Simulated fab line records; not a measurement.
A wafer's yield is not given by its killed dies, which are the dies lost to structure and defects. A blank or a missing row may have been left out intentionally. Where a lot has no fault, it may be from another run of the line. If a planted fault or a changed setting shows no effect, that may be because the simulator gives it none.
Matching of chambers ; flow gf180mcu ; pecvd-04 running GF_V5_CVD_02: 3 sister chambers
The step deposits SiO2 from TEOS, target thk 1450 nm, time 163.28 s. 6 wafers are shown with their chamber, then 8 later ones without.

EACH WAFER AND ITS CHAMBER
wafer;chamber;heater power w (W)
L086.1;1;638
L086.6;0;636
L092.1;2;744
L092.2;0;789
L092.3;1;593
L094.1;2;716

WAFERS MISSING THEIR CHAMBER
wafer;heater power w (W)
L094.2;644
L094.3;701
L097.1;591
L097.2;750
L097.3;738
L097.4;643
L097.5;629
L097.6;613

THE CHAMBER EACH PASSED THROUGH
wafer;from the rows above;in truth
L094.2;can't be placed: 1 or 0 or 2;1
L094.3;can't be placed: 0 or 2 or 1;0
L097.1;can't be placed: 1 or 0 or 2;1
L097.2;can't be placed: 2 or 0 or 1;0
L097.3;can't be placed: 2 or 0 or 1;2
L097.4;can't be placed: 1 or 0 or 2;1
L097.5;can't be placed: 1 or 0 or 2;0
L097.6;can't be placed: 1 or 0 or 2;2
Correctly placed: 0 of 8. From these rows, 8 cannot be placed; in 8 the true chamber is one of the candidates. Placed wrongly: 0.
How it was worked out, from the rows above alone: a wafer's distance from a chamber is the root of the sum, over the readings, of the square of ((its reading less the chamber's mean) divided by the reading's scatter). If the next closest chamber is less than 2 further off than the closest, the wafer can't be placed; otherwise it belongs to the closest. For every chamber, the mean is computed from those of its wafers that are shown. The scatter: take each reading less its chamber's mean, square it, sum over the shown wafers, divide by the number of wafers less the number of chambers, and take the root.
